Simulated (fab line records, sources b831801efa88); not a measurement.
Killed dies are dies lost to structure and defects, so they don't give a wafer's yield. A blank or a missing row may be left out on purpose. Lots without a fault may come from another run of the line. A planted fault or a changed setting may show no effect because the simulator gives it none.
fab line records | flow sky130
record lots=6 wafers=18 last_day=50
route steps=708 shown VIA3@582 METAL4@598 CAP2M@603 PAD_OPEN@708
lots that met no fault: from a run of the same line without faults
start_h: hours from the record's first day to the start of the lot's first wafer shown | wait_h: hours since the lot's step before | " the same as in the row above | L1.1+2: a row that stands for several wafers | - no value, or no start given | * or withheld: withheld | < > ~ a bound
route shown NAME@n: a module of which the file shows steps, and the number in the route of the first | usual: mean/standard deviation of fault-free wafers | same: alike in all rows | chamber/n: place in a boat | sites: the reading at each site | _std_site: their standard deviation | _edge_site: outer sites' mean less inner sites' | radius_mm: how far each site lies from the wafer's centre | mask NAME#n: copy n | behind: the tool/chamber that last shaped the wafer | hold: why the lot was held/for how many hours/how that ended | device: the transistor (n, p or np) that didn't switch | end of line: the same wafers' tests at the end of the route | a step without rows: its recipe alone | killed: dies lost to structure and defects at the first sort, not the wafer's yield | map: a wafer's dies, x killed, . not, _ none there
set.NAME: the setting as run; set.NAME@STEP: as run at that earlier step | model.NAME: the simulator's own value behind a step, which no gauge read
lots at some steps of the route; a table a step, a row a wafer
services: from which hour (start_h, from the record's first day; less than 0 if before it) a tool's chamber was out of use, for how many hours, and why
## steps
# step SKY_VIA3_EXPOSE_09
# recipe mask_id=VIM3 na=0.8 source_shape=annular sigma_inner=0.55 sigma_outer=0.85 target_cd_nm=200 dose_mj=38
# step SKY_VIA3_PEB_10
# recipe peb_temp_c=withheld peb_time_s=withheld resist=KrF-thick
# step SKY_VIA3_DEVELOP_11
# recipe develop_time_s=60 resist=KrF-thick dev_temp_c=21
# step SKY_VIA3_CD_MEAS_12
# recipe target_cd_nm=200
# usual cd_nm=199.7/1.3
# columns lot.wafer tool chamber start_h wait_h cd_nm
L979.1 cd_sem-01 - 965.69 - 198.5
L979.2 " - " " 198.3
L979.4 " - " " 198.6
L982.1 cd_sem-01 - 991.54 - 201.2
L982.2 " - " " 202.7
L982.3 " - " " 203.1
L986.1 cd_sem-01 - 1017.64 - 198.4
L986.3 " - " " 198.7
L986.5 " - " " 198.6
L987.2 cd_sem-01 - 1019.38 - 198.9
L987.3 " - " " 197.9
L987.4 " - " " 199.0
L994.1 cd_sem-01 - 1063.17 - 198.5
L994.2 " - " " 198.5
L994.3 " - " " 198.4
L996.1 cd_sem-01 - 1071.91 - 201.2
L996.2 " - " " 198.9
L996.3 " - " " 201.5
# step SKY_VIA3_OVL_MEAS_13
# usual VIA3_OVL=1/4.3
# columns lot.wafer tool chamber start_h wait_h VIA3_OVL[nm]
L979.1 overlay-02 - 965.81 0.1 6
L979.2 " - " " -2
L979.4 " - " " 1
L982.1 overlay-01 - 991.66 0.1 -1
L982.2 " - " " 2
L982.3 " - " " -3
L986.1 overlay-01 - 1017.76 0.1 -7
L986.3 " - " " -3
L986.5 " - " " -3
L987.2 overlay-01 - 1019.48 0.1 1
L987.3 " - " " -4
L987.4 " - " " 1
L994.1 overlay-02 - 1063.29 0.1 -3
L994.2 " - " " 1
L994.3 " - " " 1
L996.1 overlay-02 - 1072.03 0.1 6
L996.2 " - " " 3
L996.3 " - " " -1
# step SKY_VIA3_ETCH_14
# recipe chemistry=N2/H2 target=BARC ion_energy_ev=200 source_w=500 bias_w=100 pressure_mtorr=30 n2_flow_sccm=100 h2_flow_sccm=200 stop_on=SiO2 time_s=45.9 target_depth_a=600
# step SKY_VIA3_ETCH_15
# recipe target=SiO2 chemistry=C4F8/O2/Ar target_depth_nm=507 stop_on=TiN mask_material=KrF-thick source_w=1500 bias_w=1200 pressure_mtorr=40 c4f8_flow_sccm=withheld O2_flow_sccm=6 Ar_flow_sccm=300 time_s=78
# step SKY_VIA3_STRIP_16
# recipe chemistry=O2/N2 power_w=1400 pressure_mtorr=1500 platen_temp_c=withheld o2_flow_sccm=3000 n2_flow_sccm=300 overash_fraction=0.5
# step SKY_VIA3_STRIP_17
# recipe chemistry=post_etch_residue_remover time_s=1200 temp_c=72.5
# step SKY_VIA3_CLEAN_18
# recipe chemistry=IPA time_s=180 temp_c=25
# step SKY_VIA3_CLEAN_19
# recipe chemistry=O3/DIW dry=n2_spin
# step SKY_VIA3_SPUTTER_20
# recipe material=TiN target_thk_nm=20 chamber_pressure_pa=5 power_w=4000 time_s=80
# step SKY_VIA3_CVD_21
# recipe material=W target_thk_nm=390 time_s=117.31 temp_c=400 pressure_torr=40
# usual heater_power_w=891/72
# same time_s=117.31
# columns lot.wafer tool chamber start_h wait_h heater_power_w
L979.1 cvd_w-01 0 966.60 0.0 928
L979.2 " 1 " " 793
L979.4 " 0 " " 921
L982.1 cvd_w-02 0 992.45 0.0 974
L982.2 " 1 " " 857
L982.3 " 0 " " 971
L986.1 cvd_w-01 1 1018.55 0.0 794
L986.3 " 0 " " 913
L986.5 " 1 " " 776
L987.2 cvd_w-02 1 1020.27 0.0 878
L987.3 " 0 " " 1002
L987.4 " 1 " " 871
L994.1 cvd_w-01 0 1064.10 0.0 923
L994.2 " 1 " " 785
L994.3 " 1 " " 787
L996.1 cvd_w-01 0 1072.82 0.0 906
L996.2 " 1 " " 775
L996.3 " 1 " " 796
# step SKY_VIA3_RS_MEAS_22
# recipe thk_meas_gauge=four-point-probe reads=W_of_VIA3_CVD_21+TiN_of_VIA3_SPUTTER_20
# usual VIA3_W_RS=0.293/0.0035
# columns lot.wafer tool chamber start_h wait_h VIA3_W_RS[ohm/sq]
L979.1 film_metro-04 - 966.73 0.1 0.293
L979.2 " - " " 0.294
L979.4 " - " " 0.298
L982.1 film_metro-01 - 992.58 0.1 0.297
L982.2 " - " " 0.294
L982.3 " - " " 0.298
L986.1 film_metro-04 - 1018.68 0.1 0.290
L986.3 " - " " 0.293
L986.5 " - " " 0.285
L987.2 film_metro-04 - 1020.41 0.1 0.294
L987.3 " - " " 0.299
L987.4 " - " " 0.294
L994.1 film_metro-02 - 1064.22 0.1 0.294
L994.2 " - " " 0.290
L994.3 " - " " 0.290
L996.1 film_metro-01 - 1072.94 0.1 0.291
L996.2 " - " " 0.291
L996.3 " - " " 0.291
# step SKY_VIA3_THK_MEAS_23
# recipe thk_meas_gauge=xrf reads=W_of_VIA3_CVD_21
# usual VIA3_W_THK=370/4.6
# columns lot.wafer tool chamber start_h wait_h VIA3_W_THK[nm]
L979.1 film_metro-04 - 966.85 0.1 373
L979.2 " - " " 372
L979.4 " - " " 367
L982.1 film_metro-01 - 992.70 0.1 361
L982.2 " - " " 368
L982.3 " - " " 363
L986.1 film_metro-04 - 1018.80 0.1 376
L986.3 " - " " 373
L986.5 " - " " 382
L987.2 film_metro-04 - 1020.52 0.1 372
L987.3 " - " " 368
L987.4 " - " " 374
L994.1 film_metro-02 - 1064.34 0.1 370
L994.2 " - " " 373
L994.3 " - " " 373
L996.1 film_metro-01 - 1073.06 0.1 373
L996.2 " - " " 371
L996.3 " - " " 377
# step SKY_VIA3_CMP_24
# recipe stop_on=SiO2 t_overpolish_s=20 down_force_psi=3.5 platen_rpm=60 target_thk_nm=0 pad_velocity_m_s=0.94248
# usual motor_current_A=11.1/1.2 overpolish_run_s=19.999/0.0078 time_to_endpoint_s=97/3.6
# same t_overpolish_s=20
# columns lot.wafer tool chamber start_h wait_h motor_current_A overpolish_run_s time_to_endpoint_s
L979.1 cmp-02 0 967.26 0.4 11.3 20.002 93
L979.2 " 1 " " 10.0 19.999 92
L979.4 " 2 " " 12.7 20.004 89
L982.3 cmp-02 2 993.06 0.3 12.8 20.001 94
L982.2 " 0 " " 11.2 19.994 91
L982.1 " 1 " " 10.3 19.994 93
L986.3 cmp-01 0 1018.91 0.1 8.9 20.004 97
L986.1 " 1 " " 10.5 20.007 95
L986.5 " 3 " " 11.2 19.994 101
L987.4 cmp-02 2 1020.57 0.0 13.6 19.989 101
L987.2 " 0 " " 11.0 19.996 96
L987.3 " 1 " " 10.0 19.993 98
L994.1 cmp-01 1 1064.40 0.1 9.6 19.990 99
L994.3 " 3 " " 11.3 19.990 101
L994.2 " 0 " " 9.0 19.989 103
L996.2 cmp-01 2 1073.26 0.2 11.4 19.995 99
L996.1 " 3 " " 11.7 19.992 99
L996.3 " 0 " " 8.9 19.992 99
# step SKY_METAL4_SPUTTER_00
# recipe material=Ti target_thk_nm=15 power_w=3000 time_s=10 chamber_pressure_pa=0.4
# step SKY_METAL4_SPUTTER_01
# recipe material=TiN target_thk_nm=20 power_w=6500 time_s=16.7 chamber_pressure_pa=0.3867
# usual throttle_valve_pct=29.9/0.83
# same time_s=16.7
# columns lot.wafer tool chamber start_h wait_h throttle_valve_pct
L979.1 pvd_sputter-03 - 967.53 0.0 29.8
L979.2 " - " " 30.8
L979.4 " - " " 29.6
L982.1 pvd_sputter-01 - 993.38 0.0 31.0
L982.2 " - " " 28.7
L982.3 " - " " 28.2
L986.1 pvd_sputter-04 - 1019.18 0.0 28.6
L986.3 " - " " 31.0
L986.5 " - " " 29.1
L987.2 pvd_sputter-03 - 1020.89 0.0 30.1
L987.3 " - " " 29.6
L987.4 " - " " 30.2
L994.1 pvd_sputter-03 - 1064.73 0.0 30.8
L994.2 " - " " 29.9
L994.3 " - " " 29.7
L996.1 pvd_sputter-03 - 1073.58 0.0 29.7
L996.2 " - " " 30.1
L996.3 " - " " 29.8
# step SKY_METAL4_SPUTTER_02
# recipe material=AlCu target_thk_nm=735 power_w=10600 time_s=39.1 chamber_pressure_pa=0.4
# usual throttle_valve_pct=29.9/0.84
# same time_s=39.1
# columns lot.wafer tool chamber start_h wait_h throttle_valve_pct
L979.1 pvd_sputter-03 - 967.56 0.0 30.0
L979.2 " - " " 31.0
L979.4 " - " " 29.7
L982.1 pvd_sputter-01 - 993.41 0.0 31.0
L982.2 " - " " 28.7
L982.3 " - " " 28.3
L986.1 pvd_sputter-04 - 1019.20 0.0 28.3
L986.3 " - " " 30.8
L986.5 " - " " 29.3
L987.2 pvd_sputter-03 - 1020.92 0.0 30.2
L987.3 " - " " 29.6
L987.4 " - " " 29.8
L994.1 pvd_sputter-03 - 1064.75 0.0 30.8
L994.2 " - " " 29.6
L994.3 " - " " 29.6
L996.1 pvd_sputter-03 - 1073.61 0.0 29.7
L996.2 " - " " 30.0
L996.3 " - " " 29.8
# step SKY_METAL4_SPUTTER_03
# recipe material=Ti target_thk_nm=5 power_w=3000 time_s=3.3 chamber_pressure_pa=0.4
# usual throttle_valve_pct=29.9/0.86
# same time_s=3.3
# columns lot.wafer tool chamber start_h wait_h throttle_valve_pct
L979.1 pvd_sputter-03 - 967.60 0.0 29.8
L979.2 " - " " 31.0
L979.4 " - " " 29.6
L982.1 pvd_sputter-01 - 993.45 0.0 31.4
L982.2 " - " " 28.8
L982.3 " - " " 28.3
L986.1 pvd_sputter-04 - 1019.24 0.0 28.5
L986.3 " - " " 30.9
L986.5 " - " " 29.2
L987.2 pvd_sputter-03 - 1020.96 0.0 30.0
L987.3 " - " " 29.7
L987.4 " - " " 30.3
L994.1 pvd_sputter-03 - 1064.79 0.0 31.0
L994.2 " - " " 30.0
L994.3 " - " " 29.7
L996.1 pvd_sputter-03 - 1073.65 0.0 29.9
L996.2 " - " " 30.2
L996.3 " - " " 30.0
# step SKY_METAL4_SPUTTER_04
# recipe material=TiN target_thk_nm=70 power_w=6500 time_s=58.3 chamber_pressure_pa=0.4
# step SKY_CAP2M_CVD_00
# recipe material=SiO2 target_thk_nm=15.5 temp_c=400 time_s=withheld rf_w=450
# usual heater_power_w=781/130
# columns lot.wafer tool chamber start_h wait_h heater_power_w
L979.1 pecvd-04 2 967.67 0.0 966
L979.2 " 0 " " 772
L979.4 " 0 " " 766
L982.1 pecvd-04 2 993.52 0.0 1066
L982.2 " 0 " " 647
L982.3 " 1 " " 823
L986.1 pecvd-04 0 1019.31 0.0 637
L986.3 " 1 " " 711
L986.5 " 2 " " 1073
L987.2 pecvd-03 2 1021.03 0.0 688
L987.3 " 0 " " 739
L987.4 " 1 " " 967
L994.1 pecvd-04 0 1064.86 0.0 701
L994.2 " 1 " " 662
L994.3 " 2 " " 981
L996.1 pecvd-03 2 1073.72 0.0 657
L996.2 " 1 " " 897
L996.3 " 0 " " 691
# step SKY_CAP2M_THK_MEAS_01
# recipe reads=SiO2_of_CAP2M_CVD_00
# usual CAP2M_CVD_00_THK=15.48/0.26
# columns lot.wafer tool chamber start_h wait_h CAP2M_CVD_00_THK[nm]
L979.1 film_metro-04 - 967.70 - 15.76
L979.2 " - " " 15.52
L979.4 " - " " 15.73
L982.1 film_metro-04 - 993.54 - 15.51
L982.2 " - " " 15.25
L982.3 " - " " 15.03
L986.1 film_metro-04 - 1019.33 - 15.68
L986.3 " - " " 15.23
L986.5 " - " " 16.01
L987.2 film_metro-03 - 1021.06 - 15.46
L987.3 " - " " 15.22
L987.4 " - " " 15.47
L994.1 film_metro-03 - 1064.88 - 15.41
L994.2 " - " " 15.35
L994.3 " - " " 15.56
L996.1 film_metro-03 - 1073.74 - 15.76
L996.2 " - " " 15.43
L996.3 " - " " 15.22
# step SKY_CAP2M_SPUTTER_02
# recipe material=TiN target_thk_nm=200 temp_c=300 power_w=6500 time_s=166.7 chamber_pressure_pa=0.4
# step SKY_CAP2M_RS_MEAS_03
# recipe thk_meas_gauge=four-point-probe reads=TiN_of_CAP2M_SPUTTER_02
# usual CAP2M_TIN_RS=6.89/0.08
# columns lot.wafer tool chamber start_h wait_h CAP2M_TIN_RS[ohm/sq]
L979.1 film_metro-03 - 967.87 0.1 6.91
L979.2 " - " " 6.88
L979.4 " - " " 6.80
L982.1 film_metro-03 - 993.71 0.1 6.82
L982.2 " - " " 6.73
L982.3 " - " " 6.76
L986.1 film_metro-01 - 1019.50 0.1 7.00
L986.3 " - " " 7.00
L986.5 " - " " 7.06
L987.2 film_metro-03 - 1021.24 0.1 6.92
L987.3 " - " " 6.93
L987.4 " - " " 6.99
L994.1 film_metro-04 - 1065.05 0.1 6.70
L994.2 " - " " 6.79
L994.3 " - " " 6.75
L996.1 film_metro-01 - 1073.91 0.1 6.77
L996.2 " - " " 6.89
L996.3 " - " " 6.84
# step SKY_CAP2M_THK_MEAS_04
# recipe thk_meas_gauge=xrf reads=TiN_of_CAP2M_SPUTTER_02
# usual CAP2M_TIN_THK=201.1/2.4
# columns lot.wafer tool chamber start_h wait_h CAP2M_TIN_THK[nm]
L979.1 film_metro-03 - 967.99 0.1 200.3
L979.2 " - " " 201.2
L979.4 " - " " 203.2
L982.1 film_metro-03 - 993.83 0.1 203.0
L982.2 " - " " 204.8
L982.3 " - " " 204.4
L986.1 film_metro-01 - 1019.62 0.1 198.5
L986.3 " - " " 199.1
L986.5 " - " " 196.8
L987.2 film_metro-03 - 1021.35 0.1 199.1
L987.3 " - " " 199.3
L987.4 " - " " 197.5
L994.1 film_metro-04 - 1065.17 0.1 205.7
L994.2 " - " " 204.8
L994.3 " - " " 203.7
L996.1 film_metro-01 - 1074.03 0.1 205.1
L996.2 " - " " 202.9
L996.3 " - " " 203.5
# step SKY_CAP2M_DEHYDRATE_05
# recipe temp_c=200 time_s=60
# step SKY_CAP2M_HMDS_06
# recipe prime_time_s=60 prime_temp_c=120
# step SKY_CAP2M_COAT_07
# recipe resist=NOVOLAK spin_rpm=3000 resist_thk_nm=1140
# step SKY_CAP2M_SOFTBAKE_08
# recipe temp_c=90 time_s=60 resist=NOVOLAK
# step SKY_CAP2M_EXPOSE_09
# recipe mask_id=CAP2M na=0.6 source_shape=conventional sigma_outer=0.6 polarization=unpolarized target_cd_nm=1000 dose_mj=159
# step SKY_CAP2M_PEB_10
# recipe temp_c=withheld time_s=* resist=NOVOLAK
# step SKY_CAP2M_DEVELOP_11
# recipe resist=NOVOLAK developer=TMAH develop_time_s=60 dev_temp_c=23
# step SKY_CAP2M_OVL_MEAS_12
# usual CAP2M_OVL=1.2/1.2
# columns lot.wafer tool chamber start_h wait_h CAP2M_OVL[nm]
L979.1 overlay-01 - 992.21 0.1 -0.9
L979.2 " - " " -0.4
L979.4 " - " " -1.9
L982.1 overlay-02 - 1017.62 0.1 1.7
L982.2 " - " " 2.5
L982.3 " - " " 2.4
L986.1 overlay-01 - 1042.87 0.1 -0.3
L986.3 " - " " 2.0
L986.5 " - " " 0.6
L987.2 overlay-01 - 1045.01 0.1 1.9
L987.3 " - " " 2.7
L987.4 " - " " 2.5
L994.1 overlay-02 - 1086.71 0.1 -0.1
L994.2 " - " " -1.4
L994.3 " - " " 2.2
L996.1 overlay-01 - 1095.36 0.1 2.5
L996.2 " - " " 1.7
L996.3 " - " " 1.8
# step SKY_CAP2M_METAL_ETCH_13
# recipe target_depth_nm=220 stop_on=SiO2 chemistry=Cl2/BCl3 target=TiN pressure_mtorr=10 icp_w=900 bias_w=48.5 Cl2_flow_sccm=60 bcl3_flow_sccm=30 time_s=62.9
# step SKY_CAP2M_STRIP_14
# recipe chemistry=O2/N2 power_w=1400 pressure_mtorr=1500 platen_temp_c=withheld o2_flow_sccm=3000 n2_flow_sccm=300 overash_fraction=0.5
# step SKY_CAP2M_STRIP_15
# recipe chemistry=post_etch_residue_remover time_s=1200 temp_c=72.5
# step SKY_CAP2M_CLEAN_16
# recipe chemistry=IPA time_s=180 temp_c=25
# step SKY_CAP2M_CLEAN_17
# recipe chemistry=O3/DIW dry=n2_spin
# step SKY_METAL4_DEHYDRATE_05
# recipe temp_c=200 time_s=60
# step SKY_METAL4_HMDS_06
# recipe prime_time_s=60 prime_temp_c=120
# step SKY_METAL4_COAT_07
# recipe resist=BARC temp_c=withheld time_s=withheld spin_rpm=3000 resist_thk_nm=60
# step SKY_PAD_OPEN_PROBE_99
# usual defect_limited_yield=82.8/2 killed_at_M0_to_M3=43/6.8 killed_at_M4_up=3.3/1.9 killed_at_contacts=24/5.3 killed_at_front_end=14/4.3 killed_at_other=0.3/0.62 killed_dies=85/9.8 killed_open=46/8 killed_short=39/5.9 sort_bin_3_pad_short=0.8/0.39 sort_bin_5_function=10.2/1.5 sort_bin_6_memory=6.2/1.2 sort_n_pass=407/9.8 sort_yield_pct=82.8/2
# same gross_dies=492 killed_at_back_side=0 sort_bin_4_leakage[%]=0 sort_bin_8_speed[%]=0
# columns lot.wafer tool chamber start_h wait_h hold defect_limited_yield[%] killed_at_M0_to_M3 killed_at_M4_up killed_at_contacts killed_at_front_end killed_at_other killed_dies killed_open killed_short sort_bin_3_pad_short[%] sort_bin_5_function[%] sort_bin_6_memory[%] sort_n_pass sort_yield_pct[%] model.etest.tester.sort_n_pass model.etest.tester.sort_yield_pct model.etest.tester.sort_bin_5_pct model.etest.tester.sort_bin_3_pct
L979.1 prober-02 - 1112.87 0.1 - 85.2 26 2 30 15 0 73 43 30 0.6 9.1 5.1 419 85.2 419 85.16 9.146 0.6098
L979.2 prober-02 - 1112.92 0.1 - 86.2 31 4 21 12 0 68 30 38 0.4 7.7 5.7 424 86.2 424 86.18 7.724 0.4065
L979.4 prober-02 - 1113.02 0.2 - 81.3 52 2 24 14 0 92 58 34 0.8 12.0 5.9 400 81.3 400 81.3 11.99 0.813
L982.1 prober-01 - 1134.21 0.1 - 86.4 36 3 22 6 0 67 40 27 0.4 8.9 4.3 425 86.4 425 86.38 8.943 0.4065
L982.2 prober-01 - 1134.26 0.1 - 85.8 42 1 21 6 0 70 35 35 1.0 8.1 5.1 422 85.8 422 85.77 8.13 1.016
L982.3 prober-01 - 1134.31 0.2 - 81.9 42 5 30 12 0 89 50 39 1.2 9.3 7.5 403 81.9 403 81.91 9.35 1.22
L986.1 prober-01 - 1155.93 0.1 - 81.9 52 6 22 9 0 89 51 38 1.4 10.0 6.7 403 81.9 403 81.91 9.959 1.423
L986.3 prober-01 - 1156.03 0.2 - 81.9 55 6 18 10 0 89 49 40 0.6 10.2 7.3 403 81.9 403 81.91 10.16 0.6098
L986.5 prober-01 - 1156.13 0.2 - 83.5 35 5 20 20 1 81 40 41 0.4 8.1 7.9 411 83.5 411 83.54 8.13 0.4065
L987.2 prober-02 - 1156.48 0.1 - 80.9 54 1 17 22 0 94 55 39 0.6 12.8 5.7 398 80.9 398 80.89 12.8 0.6098
L987.3 prober-02 - 1156.53 0.2 - 83.1 37 6 25 14 1 83 47 36 0.6 9.3 6.9 409 83.1 409 83.13 9.35 0.6098
L987.4 prober-02 - 1156.58 0.2 - 80.9 58 0 22 14 0 94 55 39 1.0 12.6 5.5 398 80.9 398 80.89 12.6 1.016
L994.1 prober-01 - 1192.93 0.1 await_dispo/2.7h/release 87.8 32 1 18 9 0 60 42 18 0.6 6.5 5.1 432 87.8 432 87.8 6.504 0.6098
L994.2 prober-01 - 1192.98 0.1 await_dispo/2.7h/release 72.0 94 4 22 17 1 138 50 40 3.3 17.5 7.3 354 72.0 354 71.95 17.48 3.252
L994.3 prober-01 - 1193.03 0.2 await_dispo/2.7h/release 74.6 92 4 17 12 0 125 40 35 2.4 16.7 6.3 367 74.6 367 74.59 16.67 2.439
L996.1 prober-01 - 1198.97 0.1 await_dispo/3.6h/release 81.9 52 1 24 12 0 89 46 43 0.6 10.2 7.3 403 81.9 403 81.91 10.16 0.6098
L996.2 prober-01 - 1199.02 0.1 await_dispo/3.6h/release 75.6 83 4 17 15 1 120 33 47 3.5 13.8 7.1 372 75.6 372 75.61 13.82 3.455
L996.3 prober-01 - 1199.07 0.2 await_dispo/3.6h/release 74.4 88 2 22 14 0 126 46 31 3.0 17.1 5.5 366 74.4 366 74.39 17.07 3.049
# killed by level:class
L979.1 CONTACT:geometric_particle:open=16 VIA1:geometric_particle:open=9 LOCAL_INTERCONNECT:geometric_particle:short=8 FIELD_ISO:geometric_particle:open=4 POLY_GATE:geometric_particle:short=3 SPACER:geometric_particle:open=3 LI_CONTACT:geometric_particle:open=3 METAL1:geometric_particle:short=3
L979.2 LI_CONTACT:geometric_particle:open=7 VIA1:geometric_particle:open=6 SPACER:geometric_particle:short=5 VIA1:geometric_particle:short=5 CONTACT:geometric_particle:open=5 METAL1:geometric_particle:short=5 METAL2:geometric_particle:short=4 CONTACT:geometric_particle:short=4
L979.4 VIA1:geometric_particle:open=13 CONTACT:geometric_particle:open=10 VIA1:geometric_particle:short=7 POLY_GATE:geometric_particle:open=6 VIA3:geometric_particle:open=6 LI_CONTACT:geometric_particle:open=6 VIA2:geometric_particle:open=6 VIA3:geometric_particle:short=5
L982.1 VIA1:geometric_particle:open=13 LI_CONTACT:geometric_particle:open=9 CONTACT:geometric_particle:open=5 VIA3:geometric_particle:short=5 CONTACT:geometric_particle:short=4 METAL1:geometric_particle:short=4 VIA2:geometric_particle:open=4 VIA2:geometric_particle:short=3
L982.2 VIA1:geometric_particle:open=13 METAL1:geometric_particle:short=7 CONTACT:geometric_particle:open=7 METAL2:geometric_particle:short=6 VIA1:geometric_particle:short=5 VIA2:geometric_particle:open=5 CONTACT:geometric_particle:short=4 LI_CONTACT:geometric_particle:short=3
L982.3 VIA1:geometric_particle:open=11 LI_CONTACT:geometric_particle:open=10 VIA3:geometric_particle:open=8 CONTACT:geometric_particle:short=7 LOCAL_INTERCONNECT:geometric_particle:short=5 METAL2:geometric_particle:short=5 LI_CONTACT:geometric_particle:short=4 POLY_GATE:geometric_particle:short=4
L986.1 VIA3:geometric_particle:open=12 METAL2:geometric_particle:short=9 CONTACT:geometric_particle:open=9 LI_CONTACT:geometric_particle:open=8 VIA1:geometric_particle:open=8 VIA2:geometric_particle:open=6 METAL1:geometric_particle:short=5 VIA2:geometric_particle:short=4
L986.3 CONTACT:geometric_particle:open=11 VIA3:geometric_particle:open=10 VIA1:geometric_particle:open=9 VIA1:geometric_particle:short=9 METAL2:geometric_particle:short=6 FIELD_ISO:geometric_particle:short=5 METAL4:geometric_particle:short=4 VIA2:geometric_particle:open=4
L986.5 VIA3:geometric_particle:open=10 FIELD_ISO:geometric_particle:short=6 LI_CONTACT:geometric_particle:open=6 LOCAL_INTERCONNECT:geometric_particle:short=6 VIA1:geometric_particle:open=6 CONTACT:geometric_particle:open=5 VIA3:geometric_particle:short=5 METAL4:geometric_particle:short=4
L987.2 VIA3:geometric_particle:open=12 VIA1:geometric_particle:open=10 VIA2:geometric_particle:open=8 CONTACT:geometric_particle:open=7 POLY_GATE:geometric_particle:short=7 METAL2:geometric_particle:short=6 METAL3:geometric_particle:short=6 POLY_GATE:geometric_particle:open=5
L987.3 VIA1:geometric_particle:open=8 LI_CONTACT:geometric_particle:open=7 VIA3:geometric_particle:open=7 CONTACT:geometric_particle:short=6 CONTACT:geometric_particle:open=6 POLY_GATE:geometric_particle:open=5 VIA1:geometric_particle:short=5 METAL3:geometric_particle:short=5
L987.4 VIA1:geometric_particle:open=20 VIA3:geometric_particle:open=8 CONTACT:geometric_particle:open=7 LI_CONTACT:geometric_particle:open=6 METAL1:geometric_particle:short=6 VIA1:geometric_particle:short=6 POLY_GATE:geometric_particle:short=5 POLY_GATE:geometric_particle:open=5
L994.1 VIA1:geometric_particle:open=10 CONTACT:geometric_particle:open=9 LI_CONTACT:geometric_particle:open=6 VIA2:geometric_particle:open=4 VIA3:geometric_particle:open=4 POLY_GATE:geometric_particle:open=3 SPACER:geometric_particle:open=3 METAL3:geometric_particle:short=3
L994.2 VIA3:unspecified=48 CONTACT:geometric_particle:open=9 VIA1:geometric_particle:open=9 VIA3:geometric_particle:open=8 VIA1:geometric_particle:short=7 FIELD_ISO:geometric_particle:open=6 CONTACT:geometric_particle:short=6 POLY_GATE:geometric_particle:open=5
L994.3 VIA3:unspecified=50 VIA1:geometric_particle:open=12 LI_CONTACT:geometric_particle:open=8 METAL2:geometric_particle:short=6 FIELD_ISO:geometric_particle:short=5 METAL1:geometric_particle:short=5 VIA2:geometric_particle:open=5 CONTACT:geometric_particle:open=4
L996.1 METAL2:geometric_particle:short=11 VIA1:geometric_particle:open=11 CONTACT:geometric_particle:open=8 LOCAL_INTERCONNECT:geometric_particle:short=8 VIA2:geometric_particle:open=8 METAL1:geometric_particle:short=6 VIA2:geometric_particle:short=5 LI_CONTACT:geometric_particle:open=4
L996.2 VIA3:unspecified=40 METAL1:geometric_particle:short=10 VIA1:geometric_particle:open=8 VIA1:geometric_particle:short=7 CONTACT:geometric_particle:open=6 FIELD_ISO:geometric_particle:short=5 METAL2:geometric_particle:short=5 POLY_CUT:geometric_particle:open=4
L996.3 VIA3:unspecified=49 VIA2:geometric_particle:open=10 LI_CONTACT:geometric_particle:open=7 CONTACT:geometric_particle:open=7 POLY_GATE:geometric_particle:open=6 VIA3:geometric_particle:open=6 METAL2:geometric_particle:short=5 CONTACT:geometric_particle:short=5
# map L994.2 (x killed, . not)
__________.x.x.....x_________
________...........x.._______
______.x.........x..xx.._____
_____..x.x..x.x..........____
____....xx...........x....___
___.......x.x........x.....__
__......x.....x......x......_
_x.......xx..x....xxx....x...
_.....x................x....x
_..................x..xx.....
_x...x.........x......xxx.x.x
_x.......x.........xxxxxxxx..
_.....x...x......x.xxxxxxxx.x
_xxxx.x......x..x..xxxxxxx.x.
_x..x.x...xx..xxx.xxxxxxxxxx.
__x..x.x.....x.....xxxxxxxx._
___....x............xxxxx.x__
____...x....x..xx.x..xx...___
_____.x.x......xxx.x...x.____
______..x..............._____
________.....x.x.x..xx_______
__________.....x...._________
# map L996.3 (x killed, . not)
__________...x......_________
________..x.x......x.._______
______......x...x......._____
_____.x................x.____
____......................___
___..x.xx......x...........__
__...x......................_
_...x...x...xx.......xx......
_x...........xx.....xx....x..
_x....x.....xx............x..
_..........x........xxxx....x
_.x........x......xx.xxxxxxx.
_..xx.........x...xxxxxxxx.x.
_......x.....x.....xxxxxxxxxx
_...x...x.....x.....xxxxxx.x.
__.x...x....x.xx...xxxxxxxxx_
___..xx......xx...xxxxx.xx.__
____...........x.x...x.xxx___
_____....xxx....x........____
______x.......x..x.xx..._____
________..........xx.._______
__________...xx...x._________
## services
# columns tool chamber start_h hours kind
cmp-01 - 958.86 54.0 repair
pecvd-03 - 961.27 0.7 repair
pecvd-04 1 965.86 6.1 repair
cmp-01 - 990.65 1.9 repair
cmp-02 - 990.74 0.5 repair
pvd_sputter-03 - 991.61 0.9 repair
pecvd-04 2 994.35 5.5 scheduled_down
pvd_sputter-03 1 997.94 - consumable_replace:kit
pvd_sputter-03 1 997.94 18.0 scheduled_down
pvd_sputter-03 1 997.94 18.0 vent_cycle
pvd_sputter-01 - 999.56 1.9 repair
pecvd-03 - 1004.35 0.6 repair
cmp-01 - 1005.47 5.3 repair
pecvd-03 - 1016.41 2.8 pm
pvd_sputter-04 3 1021.22 - consumable_replace:kit
cmp-02 - 1026.96 4.4 pm
cmp-01 - 1032.28 0.5 repair
pecvd-04 1 1032.32 5.5 scheduled_down
pecvd-04 - 1040.29 1.7 repair
pvd_sputter-03 - 1041.60 7.9 repair
cvd_w-02 - 1053.51 3.1 repair
cmp-02 - 1063.42 4.0 pm
pecvd-03 1 1066.96 2.4 repair
cmp-02 - 1072.04 1.6 repair
## key
first_sign step=SKY_PAD_OPEN_PROBE_99 reading=killed_at_M0_to_M3 direction=up sigmas=6.9 usual=43 struck=89
effect step=SKY_PAD_OPEN_PROBE_99 reading=sort_bin_3_pad_short direction=up sigmas=5.7 usual=0.8 struck=3.0
model_effect step=SKY_PAD_OPEN_PROBE_99 value=etest.tester.sort_n_pass without=406.2 struck=364.8
met_at SKY_VIA3_CVD_21
struck_wafers L994.2,L994.3,L996.2,L996.3
onset_between 1018.55 1064.10
fault kind=chamber_particle_source tool=cvd_w-01 chamber=1 onset_h=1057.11 steps=SKY_VIA3_CVD_21 rate_per_visit_cm2=0.5862 end_h=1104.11
